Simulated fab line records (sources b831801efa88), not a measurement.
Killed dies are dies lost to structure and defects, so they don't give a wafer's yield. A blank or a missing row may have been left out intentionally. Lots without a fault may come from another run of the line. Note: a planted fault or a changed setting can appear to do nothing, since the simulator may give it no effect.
fab line records ; flow sky130
record: lots: 5; wafers: 15; last-day: 50
route steps=708 shown PWDE@54 NWELL@56 VT_ADJUST_HVTP@85 PAD_OPEN@708
lots that met no fault: from a run of the same line without faults
start-h: the number of hours between the record's first day and the start of the first shown wafer of the lot ; wait-h: how many hours have passed since the lot's step before this one ; " same as the row above ; L1.1+2: one row covering several wafers at once ; - no value, or no start given ; * or withheld: withheld ; < > ~ a bound
route shown NAME@n: names a module that has steps shown in the file, with the first one's number in the route ; usual: mean and standard deviation over wafers with no fault ; same: alike in all rows ; chamber/n: place in a boat ; sites: readings site by site ; _std_site: the standard deviation of these ; _edge_site: the outer-site mean with the inner-site mean subtracted ; radius-mm: how far each site lies from the wafer's centre ; mask NAME#n: copy n ; behind: tool/chamber where the wafer was last shaped ; hold: cause of the lot's hold/its duration in hours/its outcome ; device: names the non-switching transistor (n, p or np) ; end of line: tests of these same wafers at the route's end ; for a step that has no rows: nothing shown but its recipe ; killed: the dies lost at the first sort to structure and to defects; this is not the yield of the wafer ; map: shows each die of a wafer: x if killed, . if not, _ if none is there
set.NAME: the run value of the setting; set.NAME@STEP: its run value at that earlier step ; model.NAME: the simulator's own value behind a step, which no gauge read
lots at selected steps of the route; one table per step, one row per wafer
services: from which hour (start-h, from the record's first day; less than 0 if before it) a tool's chamber was out of use, for how many hours, and why
== steps ==
step: SKY_PWDE_STRIP_09
recipe: chemistry: O2/N2; power-w: 1400; pressure-mtorr: 1500; platen-temp-c: withheld; o2-flow-sccm: 3000; n2-flow-sccm: 300; overash-fraction: 0.5
usual: drypump-motor-current-A: 5.8/0.49; oes-product-au: 0.723/0.0046; strip-time-to-endpoint-s: 36.92/0.082
lot.wafer;tool;chamber;start-h;wait-h;drypump-motor-current-A;oes-product-au;rf-hours-counter-h;strip-time-to-endpoint-s
L499.1;plasma-asher-02;1;69.84;0.1;6.5;0.714;39;36.89
L499.3;plasma-asher-02;0;69.84;0.1;6.3;0.731;-;36.94
L499.5;plasma-asher-02;1;69.84;0.1;6.5;0.720;-;36.92
L502.3;plasma-asher-03;0;90.12;0.1;5.3;0.727;-;37.04
L502.4;plasma-asher-03;1;90.12;0.1;5.7;0.718;-;36.90
L502.5;plasma-asher-03;0;90.12;0.1;5.3;0.733;-;37.01
L504.1;plasma-asher-04;0;101.49;0.1;5.1;0.726;30;36.87
L504.2;plasma-asher-04;1;101.49;0.1;5.7;0.718;30;36.99
L504.6;plasma-asher-04;0;101.49;0.1;5.1;0.722;-;36.93
L507.1;plasma-asher-02;0;114.93;0.1;6.2;0.725;42;36.95
L507.2;plasma-asher-02;1;114.93;0.1;6.4;0.723;42;36.89
L507.4;plasma-asher-02;0;114.93;0.1;6.2;0.718;-;36.82
L522.2;plasma-asher-04;0;199.13;0.1;5.2;0.722;39;36.98
L522.3;plasma-asher-04;1;199.13;0.1;5.7;0.720;-;36.92
L522.5;plasma-asher-04;1;199.13;0.1;5.7;0.716;-;36.92
step: SKY_PWDE_TW_MEAS_10
usual: PWDE_TW: 375.4/2.6
lot.wafer;tool;chamber;start-h;wait-h;PWDE_TW
L499.1;film-metro-04;-;69.94;0.1;373.9
L499.3;film-metro-04;-;69.94;0.1;376.5
L499.5;film-metro-04;-;69.94;0.1;374.2
L502.3;film-metro-04;-;90.21;0.1;374.5
L502.4;film-metro-04;-;90.21;0.1;372.6
L502.5;film-metro-04;-;90.21;0.1;374.9
L504.1;film-metro-03;-;101.59;0.1;373.7
L504.2;film-metro-03;-;101.59;0.1;373.5
L504.6;film-metro-03;-;101.59;0.1;373.4
L507.1;film-metro-04;-;115.03;0.1;377.1
L507.2;film-metro-04;-;115.03;0.1;374.5
L507.4;film-metro-04;-;115.03;0.1;375.9
L522.2;film-metro-04;-;199.24;0.1;374.4
L522.3;film-metro-04;-;199.24;0.1;376.3
L522.5;film-metro-04;-;199.24;0.1;374.9
step: SKY_NWELL_DEHYDRATE_03
recipe: temp-c: 200; time-s: 60
step: SKY_NWELL_HMDS_04
recipe: prime-time-s: 60; prime-temp-c: 120
step: SKY_NWELL_COAT_05
recipe: spin-rpm: 2000; resist-thk-nm: 3000
step: SKY_NWELL_SOFTBAKE_06
recipe: temp-c: 110; time-s: withheld
step: SKY_NWELL_EXPOSE_07
recipe: mask-id: NWM; na: 0.6; source-shape: conventional; sigma-outer: 0.6; polarization: unpolarized; target-cd-nm: 840; dose-mj: 255
step: SKY_NWELL_PEB_08
recipe: temp-c: 115; time-s: withheld
step: SKY_NWELL_DEVELOP_09
recipe: wall-angle-deg: 90; developer: TMAH; develop-time-s: 60; dev-temp-c: 23
step: SKY_NWELL_OVL_MEAS_10
usual: NWELL_00_OVL: -0.7/1
lot.wafer;tool;chamber;start-h;wait-h;NWELL_00_OVL[nm]
L499.1;overlay-01;-;86.36;-;-1.8
L499.3;overlay-01;-;86.36;-;-0.1
L499.5;overlay-01;-;86.36;-;-1.3
L502.3;overlay-02;-;108.01;-;0.1
L502.4;overlay-02;-;108.01;-;1.2
L502.5;overlay-02;-;108.01;-;1.0
L504.1;overlay-01;-;119.16;-;-2.0
L504.2;overlay-01;-;119.16;-;-2.7
L504.6;overlay-01;-;119.16;-;-2.2
L507.1;overlay-01;-;134.41;-;-0.4
L507.2;overlay-01;-;134.41;-;0.9
L507.4;overlay-01;-;134.41;-;-0.9
L522.2;overlay-02;-;221.26;-;0.5
L522.3;overlay-02;-;221.26;-;0.6
L522.5;overlay-02;-;221.26;-;0.5
step: SKY_NWELL_IMPLANT_11
recipe: species: P; energy-kev: 400; dose-cm2: 1.9e+13; tilt-deg: withheld
step: SKY_NWELL_IMPLANT_12
recipe: species: P; energy-kev: 120; dose-cm2: 1.3e+12; tilt-deg: withheld
step: SKY_NWELL_IMPLANT_13
recipe: species: P; energy-kev: 50; dose-cm2: 7e+11; tilt-deg: withheld
same: implant-ion-amu: 31
lot.wafer;tool;chamber;start-h;wait-h
L499.1+3+5;implanter-03;0;86.69;0.1
L502.3+4+5;implanter-01;0;108.38;0.1
L504.1+2+6;implanter-04;0;119.49;0.1
L507.1+2+4;implanter-04;0;134.74;0.1
L522.2+3+5;implanter-01;0;221.62;0.1
step: SKY_NWELL_STRIP_14
recipe: chemistry: O2/N2; power-w: 1400; pressure-mtorr: 1500; platen-temp-c: withheld; o2-flow-sccm: 3000; n2-flow-sccm: 300; overash-fraction: 0.5
usual: drypump-motor-current-A: 5.8/0.45; oes-product-au: 0.723/0.0047; strip-time-to-endpoint-s: 36.97/0.093
lot.wafer;tool;chamber;start-h;wait-h;drypump-motor-current-A;oes-product-au;rf-hours-counter-h;strip-time-to-endpoint-s
L499.1;plasma-asher-03;1;86.84;0.1;5.7;0.723;37;37.02
L499.3;plasma-asher-03;1;86.84;0.1;5.7;0.727;-;37.03
L499.5;plasma-asher-03;0;86.84;0.1;5.3;0.723;-;36.97
L502.3;plasma-asher-01;0;108.51;0.1;5.5;0.719;-;36.80
L502.4;plasma-asher-01;1;108.51;0.1;5.5;0.729;-;36.91
L502.5;plasma-asher-01;0;108.51;0.1;5.5;0.725;-;36.76
L504.1;plasma-asher-03;0;119.64;0.1;5.3;0.719;41;36.93
L504.2;plasma-asher-03;1;119.64;0.1;5.7;0.724;41;37.06
L504.6;plasma-asher-03;1;119.64;0.1;5.7;0.719;-;36.85
L507.1;plasma-asher-02;1;134.89;0.1;6.4;0.718;44;37.10
L507.2;plasma-asher-02;0;134.89;0.1;6.3;0.726;44;36.93
L507.4;plasma-asher-02;1;134.89;0.1;6.5;0.719;-;36.99
L522.2;plasma-asher-02;0;221.74;0.1;6.3;0.724;53;36.88
L522.3;plasma-asher-02;1;221.74;0.1;6.5;0.720;-;36.88
L522.5;plasma-asher-02;1;221.74;0.1;6.5;0.730;-;36.84
step: SKY_NWELL_TW_MEAS_15
usual: NWELL_TW: 1829/13
lot.wafer;tool;chamber;start-h;wait-h;NWELL_TW
L499.1;film-metro-03;-;86.94;0.1;1810
L499.3;film-metro-03;-;86.94;0.1;1796
L499.5;film-metro-03;-;86.94;0.1;1813
L502.3;film-metro-03;-;108.60;0.1;1826
L502.4;film-metro-03;-;108.60;0.1;1823
L502.5;film-metro-03;-;108.60;0.1;1823
L504.1;film-metro-03;-;119.74;0.1;1826
L504.2;film-metro-03;-;119.74;0.1;1812
L504.6;film-metro-03;-;119.74;0.1;1817
L507.1;film-metro-03;-;134.99;0.1;1823
L507.2;film-metro-03;-;134.99;0.1;1814
L507.4;film-metro-03;-;134.99;0.1;1817
L522.2;film-metro-04;-;221.85;0.1;1834
L522.3;film-metro-04;-;221.85;0.1;1836
L522.5;film-metro-04;-;221.85;0.1;1831
step: SKY_NWELL_DEHYDRATE_16
recipe: temp-c: 200; time-s: 60
step: SKY_NWELL_HMDS_17
recipe: prime-time-s: 60; prime-temp-c: 120
step: SKY_NWELL_COAT_18
recipe: spin-rpm: 2000; resist-thk-nm: 3000
step: SKY_NWELL_SOFTBAKE_19
recipe: temp-c: 110; time-s: withheld
step: SKY_NWELL_EXPOSE_20
recipe: mask-id: NWM_COMPLEMENT; na: 0.6; source-shape: conventional; sigma-outer: 0.6; polarization: unpolarized; target-cd-nm: 840; dose-mj: 260
step: SKY_NWELL_PEB_21
recipe: temp-c: 115; time-s: withheld
step: SKY_NWELL_DEVELOP_22
recipe: wall-angle-deg: 90; developer: TMAH; develop-time-s: 60; dev-temp-c: 23
step: SKY_NWELL_OVL_MEAS_23
usual: NWELL_01_OVL: -0.5/1.4
lot.wafer;tool;chamber;start-h;wait-h;NWELL_01_OVL[nm]
L499.1;overlay-01;-;104.24;-;0.0
L499.3;overlay-01;-;104.24;-;0.3
L499.5;overlay-01;-;104.24;-;0.1
L502.3;overlay-01;-;127.96;-;0.7
L502.4;overlay-01;-;127.96;-;0.3
L502.5;overlay-01;-;127.96;-;3.3
L504.1;overlay-02;-;139.26;-;1.0
L504.2;overlay-02;-;139.26;-;0.3
L504.6;overlay-02;-;139.26;-;-0.1
L507.1;overlay-02;-;154.90;-;1.0
L507.2;overlay-02;-;154.90;-;1.3
L507.4;overlay-02;-;154.90;-;1.0
L522.2;overlay-01;-;244.00;-;0.3
L522.3;overlay-01;-;244.00;-;0.5
L522.5;overlay-01;-;244.00;-;-0.3
step: SKY_NWELL_IMPLANT_24
recipe: species: B; energy-kev: 140; dose-cm2: 9.2e+12; tilt-deg: withheld
step: SKY_NWELL_STRIP_25
recipe: chemistry: O2/N2; power-w: 1400; pressure-mtorr: 1500; platen-temp-c: withheld; o2-flow-sccm: 3000; n2-flow-sccm: 300; overash-fraction: 0.5
usual: drypump-motor-current-A: 5.8/0.44; oes-product-au: 0.722/0.0041; strip-time-to-endpoint-s: 36.95/0.1
lot.wafer;tool;chamber;start-h;wait-h;drypump-motor-current-A;oes-product-au;rf-hours-counter-h;strip-time-to-endpoint-s
L499.1;plasma-asher-01;0;104.43;0.1;5.5;0.722;43;36.98
L499.3;plasma-asher-01;0;104.43;0.1;5.5;0.726;-;36.96
L499.5;plasma-asher-01;1;104.43;0.1;5.4;0.724;-;37.01
L502.3;plasma-asher-02;1;128.16;0.1;6.5;0.726;-;36.89
L502.4;plasma-asher-02;0;128.16;0.1;6.3;0.714;-;36.85
L502.5;plasma-asher-02;1;128.16;0.1;6.4;0.728;-;36.96
L504.1;plasma-asher-03;1;139.44;0.1;5.7;0.723;43;36.91
L504.2;plasma-asher-03;0;139.44;0.1;5.3;0.726;43;37.08
L504.6;plasma-asher-03;0;139.44;0.1;5.3;0.729;-;37.02
L507.1;plasma-asher-02;1;155.08;0.1;6.4;0.719;46;36.71
L507.2;plasma-asher-02;0;155.08;0.1;6.3;0.719;46;36.78
L507.4;plasma-asher-02;1;155.08;0.1;6.4;0.730;-;36.84
L522.2;plasma-asher-01;1;244.18;0.1;5.4;0.717;13;36.79
L522.3;plasma-asher-01;1;244.18;0.1;5.4;0.725;-;36.64
L522.5;plasma-asher-01;0;244.18;0.1;5.5;0.726;-;36.84
step: SKY_NWELL_TW_MEAS_26
usual: NWELL_2_TW: 499/3.1
lot.wafer;tool;chamber;start-h;wait-h;NWELL_2_TW
L499.1;film-metro-01;-;104.53;0.1;505
L499.3;film-metro-01;-;104.53;0.1;504
L499.5;film-metro-01;-;104.53;0.1;501
L502.3;film-metro-04;-;128.25;0.1;498
L502.4;film-metro-04;-;128.25;0.1;498
L502.5;film-metro-04;-;128.25;0.1;498
L504.1;film-metro-01;-;139.54;0.1;504
L504.2;film-metro-01;-;139.54;0.1;503
L504.6;film-metro-01;-;139.54;0.1;503
L507.1;film-metro-04;-;155.18;0.1;498
L507.2;film-metro-04;-;155.18;0.1;500
L507.4;film-metro-04;-;155.18;0.1;498
L522.2;film-metro-01;-;244.29;0.1;506
L522.3;film-metro-01;-;244.29;0.1;503
L522.5;film-metro-01;-;244.29;0.1;508
step: SKY_NWELL_CLEAN_27
recipe: chemistry: SC1/SC2; mix: 1:4:20; temp-c: 70; time-s: 150; dry: n2-spin
step: SKY_NWELL_RTA_28
recipe: temp-c: 1050; time-s: 30; idle-temp-c: 650; ramp-up-c-per-s: 150; ramp-down-c-per-s: 90; ambient: N2
usual: lamp-power-pct: 25.31/0.054; ramp-down-c-per-s: 90.001/0.015; ramp-up-c-per-s: 150.00/0.027; wafer_temp_C_max: 1054.9/0.86
same: time-s: 30
lot.wafer;tool;chamber;start-h;wait-h;lamp-power-pct;ramp-down-c-per-s;ramp-up-c-per-s;wafer_temp_C_max
L499.1;rtp-anneal-01;0;104.64;0.0;25.30;90.023;149.99;1055.1
L499.3;rtp-anneal-01;0;104.64;0.0;25.35;89.977;149.98;1054.8
L499.5;rtp-anneal-01;0;104.64;0.0;25.27;89.986;149.95;1053.4
L502.3;rtp-anneal-01;0;128.38;0.0;25.39;89.995;150.00;1054.4
L502.4;rtp-anneal-01;0;128.38;0.0;25.29;90.007;149.99;1054.8
L502.5;rtp-anneal-01;0;128.38;0.0;25.38;89.975;149.98;1055.6
L504.1;rtp-anneal-02;0;139.65;0.0;25.34;89.994;149.99;1055.2
L504.2;rtp-anneal-02;0;139.65;0.0;25.23;90.014;149.98;1055.3
L504.6;rtp-anneal-02;0;139.65;0.0;25.29;90.015;150.02;1055.6
L507.1;rtp-anneal-02;0;155.29;0.0;25.29;90.018;150.00;1054.8
L507.2;rtp-anneal-02;0;155.29;0.0;25.29;90.003;149.98;1054.8
L507.4;rtp-anneal-02;0;155.29;0.0;25.33;90.013;150.00;1053.8
L522.2;rtp-anneal-01;0;244.41;0.0;25.35;90.008;150.01;1054.7
L522.3;rtp-anneal-01;0;244.41;0.0;25.37;90.018;150.00;1054.3
L522.5;rtp-anneal-01;0;244.41;0.0;25.28;89.980;149.99;1055.9
step: SKY_NWELL_RS_MEAS_29
recipe: thk-meas-gauge: four-point-probe
usual: NWELL_RS: 625.7/1.5
lot.wafer;tool;chamber;start-h;wait-h;NWELL_RS[ohm/sq]
L499.1;film-metro-04;-;104.74;0.1;624.2
L499.3;film-metro-04;-;104.74;0.1;625.8
L499.5;film-metro-04;-;104.74;0.1;625.0
L502.3;film-metro-01;-;128.48;0.1;625.8
L502.4;film-metro-01;-;128.48;0.1;623.8
L502.5;film-metro-01;-;128.48;0.1;624.1
L504.1;film-metro-04;-;139.75;0.1;624.8
L504.2;film-metro-04;-;139.75;0.1;624.8
L504.6;film-metro-04;-;139.75;0.1;623.7
L507.1;film-metro-03;-;155.39;0.1;624.3
L507.2;film-metro-03;-;155.39;0.1;623.2
L507.4;film-metro-03;-;155.39;0.1;624.4
L522.2;film-metro-01;-;244.51;0.1;625.9
L522.3;film-metro-01;-;244.51;0.1;626.0
L522.5;film-metro-01;-;244.51;0.1;626.3
step: SKY_NWELL_RS_MEAS_31
recipe: thk-meas-gauge: four-point-probe
usual: PWDE_RS: 5277/16
lot.wafer;tool;chamber;start-h;wait-h;PWDE_RS[ohm/sq]
L499.1;film-metro-04;-;104.98;0.1;5283
L499.3;film-metro-04;-;104.98;0.1;5278
L499.5;film-metro-04;-;104.98;0.1;5280
L502.3;film-metro-01;-;128.72;0.1;5316
L502.4;film-metro-01;-;128.72;0.1;5293
L502.5;film-metro-01;-;128.72;0.1;5316
L504.1;film-metro-04;-;139.99;0.1;5288
L504.2;film-metro-04;-;139.99;0.1;5264
L504.6;film-metro-04;-;139.99;0.1;5276
L507.1;film-metro-03;-;155.63;0.1;5298
L507.2;film-metro-03;-;155.63;0.1;5289
L507.4;film-metro-03;-;155.63;0.1;5290
L522.2;film-metro-01;-;244.75;0.1;5274
L522.3;film-metro-01;-;244.75;0.1;5256
L522.5;film-metro-01;-;244.75;0.1;5270
step: SKY_VT_ADJUST_HVTP_DEHYDRATE_00
recipe: temp-c: 200; time-s: 60
step: SKY_VT_ADJUST_HVTP_HMDS_01
recipe: prime-time-s: 60; prime-temp-c: 120
step: SKY_VT_ADJUST_HVTP_COAT_02
recipe: resist: NOVOLAK; spin-rpm: 3000; resist-thk-nm: 1140
step: SKY_VT_ADJUST_HVTP_SOFTBAKE_03
recipe: temp-c: 90; time-s: 60; resist: NOVOLAK
step: SKY_VT_ADJUST_HVTP_EXPOSE_04
recipe: mask-id: HVTPM; na: 0.6; source-shape: conventional; sigma-outer: 0.6; polarization: unpolarized; target-cd-nm: 380; dose-mj: 140
step: SKY_VT_ADJUST_HVTP_PEB_05
recipe: temp-c: withheld; time-s: *; resist: NOVOLAK
step: SKY_VT_ADJUST_HVTP_DEVELOP_06
recipe: resist: NOVOLAK; developer: TMAH; develop-time-s: 60; dev-temp-c: 23
step: SKY_VT_ADJUST_HVTP_CD_MEAS_07
recipe: target-cd-nm: 380
usual: cd-nm: 379.5/2
lot.wafer;tool;chamber;start-h;wait-h;cd-nm
L499.1;cd-sem-01;-;123.77;0.1;381.4
L499.3;cd-sem-01;-;123.77;0.1;381.4
L499.5;cd-sem-01;-;123.77;0.1;379.7
L502.3;cd-sem-01;-;148.25;0.1;379.6
L502.4;cd-sem-01;-;148.25;0.1;379.5
L502.5;cd-sem-01;-;148.25;0.1;380.8
L504.1;cd-sem-01;-;160.06;0.1;379.9
L504.2;cd-sem-01;-;160.06;0.1;377.2
L504.6;cd-sem-01;-;160.06;0.1;379.3
L507.1;cd-sem-01;-;176.60;0.1;378.1
L507.2;cd-sem-01;-;176.60;0.1;378.0
L507.4;cd-sem-01;-;176.60;0.1;378.6
L522.2;cd-sem-02;-;268.08;0.1;376.7
L522.3;cd-sem-02;-;268.08;0.1;377.4
L522.5;cd-sem-02;-;268.08;0.1;376.7
step: SKY_VT_ADJUST_HVTP_OVL_MEAS_08
usual: VT_ADJUST_HVTP_OVL: 0.2/1.1
lot.wafer;tool;chamber;start-h;wait-h;VT_ADJUST_HVTP_OVL[nm]
L499.1;overlay-01;-;123.89;0.1;1.9
L499.3;overlay-01;-;123.89;0.1;-0.2
L499.5;overlay-01;-;123.89;0.1;1.3
L502.3;overlay-01;-;148.34;0.1;0.5
L502.4;overlay-01;-;148.34;0.1;0.7
L502.5;overlay-01;-;148.34;0.1;0.2
L504.1;overlay-02;-;160.18;0.1;0.4
L504.2;overlay-02;-;160.18;0.1;1.7
L504.6;overlay-02;-;160.18;0.1;1.1
L507.1;overlay-01;-;176.72;0.1;-2.5
L507.2;overlay-01;-;176.72;0.1;-2.4
L507.4;overlay-01;-;176.72;0.1;-1.9
L522.2;overlay-01;-;268.18;0.1;-0.4
L522.3;overlay-01;-;268.18;0.1;-0.3
L522.5;overlay-01;-;268.18;0.1;0.3
step: SKY_VT_ADJUST_HVTP_IMPLANT_09
recipe: species: As; energy-kev: 150; dose-cm2: 4.3e+12; tilt-deg: withheld
step: SKY_VT_ADJUST_HVTP_STRIP_10
recipe: chemistry: O2/N2; power-w: 1400; pressure-mtorr: 1500; platen-temp-c: withheld; o2-flow-sccm: 3000; n2-flow-sccm: 300; overash-fraction: 0.5
usual: drypump-motor-current-A: 5.47/0.2; oes-product-au: 0.715/0.0044; strip-time-to-endpoint-s: 14.19/0.037
lot.wafer;tool;chamber;start-h;wait-h;drypump-motor-current-A;oes-product-au;rf-hours-counter-h;strip-time-to-endpoint-s
L499.1;plasma-asher-04;1;124.07;0.1;5.67;0.717;32;14.14
L499.3;plasma-asher-04;1;124.07;0.1;5.68;0.718;-;14.16
L499.5;plasma-asher-04;0;124.07;0.1;5.17;0.713;-;14.17
L502.3;plasma-asher-04;0;148.55;0.1;5.12;0.714;-;14.24
L502.4;plasma-asher-04;1;148.55;0.1;5.69;0.716;-;14.25
L502.5;plasma-asher-04;1;148.55;0.1;5.69;0.718;-;14.24
L504.1;plasma-asher-03;1;160.36;0.1;5.70;0.719;45;14.24
L504.2;plasma-asher-03;0;160.36;0.1;5.31;0.711;45;14.23
L504.6;plasma-asher-03;1;160.36;0.1;5.70;0.712;-;14.23
L507.1;plasma-asher-01;0;176.90;0.1;5.52;0.715;5;14.20
L507.2;plasma-asher-01;1;176.90;0.1;5.46;0.716;5;14.14
L507.4;plasma-asher-01;0;176.90;0.1;5.51;0.725;-;14.15
L522.2;plasma-asher-01;0;268.36;0.1;5.53;0.718;15;14.17
L522.3;plasma-asher-01;1;268.36;0.1;5.44;0.712;-;14.19
L522.5;plasma-asher-01;1;268.36;0.1;5.46;0.711;-;14.19
step: SKY_PAD_OPEN_PROBE_99
usual: killed_at_M0_to_M3: 45/6.9; killed_at_M4_up: 3.1/1.7; killed-at-contacts: 24/5.7; killed-at-front-end: 15/4.6; killed-at-other: 0.3/0.57; killed-dies: 87/10; killed-open: 48/7.4; killed-short: 39/6.7
same: gross-dies: 492; killed-at-back-side: 0
lot.wafer;tool;chamber;start-h;wait-h;killed_at_M0_to_M3;killed_at_M4_up;killed-at-contacts;killed-at-front-end;killed-at-other;killed-dies;killed-open;killed-short;model.etest.pfet_01v8_lvt.vt-v-range
L499.1;prober-02;-;1084.41;0.1;47;2;33;14;1;97;53;44;0.01365
L499.3;prober-02;-;1084.51;0.2;31;1;29;17;0;78;50;28;0.009576
L499.5;prober-02;-;1084.61;0.2;44;5;29;14;1;93;52;41;0.01831
L502.3;prober-01;-;1105.00;0.2;52;2;25;9;0;88;47;41;0.01403
L502.4;prober-01;-;1105.05;0.2;43;3;25;13;0;84;51;33;0.02134
L502.5;prober-01;-;1105.10;0.2;50;5;34;15;0;104;65;39;0.01372
L504.1;prober-01;-;1115.36;0.1;57;2;33;15;0;107;60;47;0.01058
L504.2;prober-01;-;1115.41;0.1;38;3;25;12;0;78;48;30;0.01072
L504.6;prober-01;-;1115.61;0.2;38;3;26;21;0;88;47;41;0.009436
L507.1;prober-01;-;1134.07;0.1;44;5;25;21;0;95;52;43;0.01942
L507.2;prober-01;-;1134.12;0.1;42;5;32;18;1;98;61;37;0.01291
L507.4;prober-01;-;1134.22;0.2;43;3;30;17;0;93;55;38;0.01642
L522.2;prober-02;-;1201.81;0.1;53;1;22;23;0;99;53;46;0.02313
L522.3;prober-02;-;1201.86;0.2;42;1;31;12;0;86;58;28;0.02651
L522.5;prober-02;-;1201.96;0.2;47;1;21;7;1;77;45;32;0.02142
killed by level:class
L499.1 VIA1:geometric-particle:open=11 CONTACT:geometric-particle:open=11 CONTACT:geometric-particle:short=8 METAL1:geometric-particle:short=7 LI_CONTACT:geometric-particle:open=6 METAL2:geometric-particle:short=6 VIA3:geometric-particle:open=6 VIA2:geometric-particle:open=5
L499.3 CONTACT:geometric-particle:open=14 LI_CONTACT:geometric-particle:open=7 CONTACT:geometric-particle:short=7 FIELD_ISO:geometric-particle:open=5 VIA1:geometric-particle:open=5 METAL2:geometric-particle:open=4 METAL1:geometric-particle:short=4 VIA3:geometric-particle:open=4
L499.5 VIA1:geometric-particle:open=12 LI_CONTACT:geometric-particle:open=9 CONTACT:geometric-particle:open=8 VIA3:geometric-particle:open=8 CONTACT:geometric-particle:short=7 FIELD_ISO:geometric-particle:open=5 FIELD_ISO:geometric-particle:short=5 METAL1:geometric-particle:short=5
L502.3 VIA1:geometric-particle:open=13 LI_CONTACT:geometric-particle:open=9 CONTACT:geometric-particle:open=9 METAL1:geometric-particle:short=8 VIA1:geometric-particle:short=8 METAL2:geometric-particle:short=7 VIA3:geometric-particle:open=5 FIELD_ISO:geometric-particle:short=3
L502.4 CONTACT:geometric-particle:open=11 VIA2:geometric-particle:open=9 VIA1:geometric-particle:open=7 LI_CONTACT:geometric-particle:open=6 CONTACT:geometric-particle:short=5 POLY_GATE:geometric-particle:open=5 VIA1:geometric-particle:short=5 VIA3:geometric-particle:short=5
L502.5 CONTACT:geometric-particle:open=17 VIA1:geometric-particle:open=16 VIA2:geometric-particle:open=9 LI_CONTACT:geometric-particle:open=8 VIA1:geometric-particle:short=8 POLY_GATE:geometric-particle:open=5 METAL2:geometric-particle:short=5 METAL1:geometric-particle:short=4
L504.1 VIA1:geometric-particle:open=17 CONTACT:geometric-particle:open=10 LI_CONTACT:geometric-particle:open=10 VIA3:geometric-particle:open=7 VIA2:geometric-particle:short=6 METAL1:geometric-particle:short=6 LI_CONTACT:geometric-particle:short=5 LOCAL_INTERCONNECT:geometric-particle:short=5
L504.2 CONTACT:geometric-particle:open=9 VIA1:geometric-particle:open=8 VIA1:geometric-particle:short=6 LI_CONTACT:geometric-particle:open=5 VIA3:geometric-particle:open=5 METAL1:geometric-particle:short=4 VIA2:geometric-particle:open=4 FIELD_ISO:geometric-particle:open=3
L504.6 CONTACT:geometric-particle:short=9 VIA1:geometric-particle:open=8 VIA3:geometric-particle:open=8 LI_CONTACT:geometric-particle:open=6 POLY_GATE:geometric-particle:short=5 SPACER:geometric-particle:open=5 CONTACT:geometric-particle:open=5 VIA1:geometric-particle:short=5
L507.1 VIA1:geometric-particle:open=13 CONTACT:geometric-particle:open=9 LI_CONTACT:geometric-particle:open=8 FIELD_ISO:geometric-particle:open=7 VIA2:geometric-particle:short=6 METAL2:geometric-particle:short=5 FIELD_ISO:geometric-particle:short=5 CONTACT:geometric-particle:short=5
L507.2 VIA1:geometric-particle:open=17 CONTACT:geometric-particle:open=12 FIELD_ISO:geometric-particle:open=7 VIA2:geometric-particle:open=7 LOCAL_INTERCONNECT:geometric-particle:short=6 CONTACT:geometric-particle:short=6 LI_CONTACT:geometric-particle:open=5 VIA1:geometric-particle:short=4
L507.4 VIA1:geometric-particle:open=17 CONTACT:geometric-particle:open=10 LI_CONTACT:geometric-particle:open=9 VIA1:geometric-particle:short=7 VIA3:geometric-particle:open=6 POLY_GATE:geometric-particle:short=5 FIELD_ISO:geometric-particle:short=4 LOCAL_INTERCONNECT:geometric-particle:short=4
L522.2 CONTACT:geometric-particle:open=12 METAL1:geometric-particle:short=11 VIA3:geometric-particle:open=9 VIA1:geometric-particle:open=8 VIA2:geometric-particle:open=7 FIELD_ISO:geometric-particle:short=6 FIELD_ISO:geometric-particle:open=6 VIA1:geometric-particle:short=4
L522.3 VIA1:geometric-particle:open=14 LI_CONTACT:geometric-particle:open=11 CONTACT:geometric-particle:open=10 FIELD_ISO:geometric-particle:open=6 VIA2:geometric-particle:open=6 VIA1:geometric-particle:short=6 VIA3:geometric-particle:open=6 CONTACT:geometric-particle:short=5
L522.5 VIA1:geometric-particle:open=15 LI_CONTACT:geometric-particle:open=7 VIA2:geometric-particle:open=6 CONTACT:geometric-particle:open=5 LI_CONTACT:geometric-particle:short=5 METAL2:geometric-particle:short=5 VIA3:geometric-particle:open=4 CONTACT:geometric-particle:short=3
== services ==
tool;chamber;start-h;hours;kind
plasma-asher-02;-;81.40;15.6;pm
plasma-asher-01;-;108.75;9.0;pm
plasma-asher-01;0;108.75;9.0;vent-cycle
plasma-asher-01;1;108.75;9.0;vent-cycle
implanter-01;-;108.78;25.8;pm
implanter-03;-;111.99;7.5;repair
plasma-asher-01;0;117.75;-;clean
plasma-asher-01;1;117.75;-;clean
plasma-asher-01;-;119.02;2.1;repair
plasma-asher-04;-;119.09;2.5;repair
rtp-anneal-02;-;128.38;9.5;pm
implanter-01;-;144.22;1.5;repair
implanter-04;-;155.37;2.6;repair
plasma-asher-04;-;158.07;13.2;repair
plasma-asher-01;-;158.55;2.8;pm
implanter-04;-;160.31;2.8;repair
implanter-01;-;171.32;3.0;repair
plasma-asher-02;-;176.10;2.6;repair
plasma-asher-03;-;183.84;3.5;repair
implanter-04;-;187.08;5.3;pm
plasma-asher-03;-;187.78;1.6;repair
implanter-03;-;219.86;2.3;repair
implanter-03;-;226.80;3.2;pm
plasma-asher-02;-;234.23;2.8;pm
== key ==
first-sign none at tools or gauges
model-effect: step: SKY_PAD_OPEN_PROBE_99; value: etest.pfet_01v8_lvt.vt-v-range; without: 0.01015; struck: 0.01942
met-at SKY_NWELL_IMPLANT_13
struck-wafers L507.1
tester-left-out L507
onset-between 119.49 134.74
fault: kind: process-parameter-drift; tool: implanter-04; chamber: -; onset-h: 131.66; steps: SKY_NWELL_IMPLANT_13; channel: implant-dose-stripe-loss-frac; offset: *; shape: step; end-h: 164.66; scope: struck-wafers-only
tester-left-out: of these lots the tester's yield and bins aren't shown, on N5 and GAA mostly nor the transistor test; their killed dies are dies lost to structure and defects alone, not to doping, threshold or leakage, so they don't give the yield
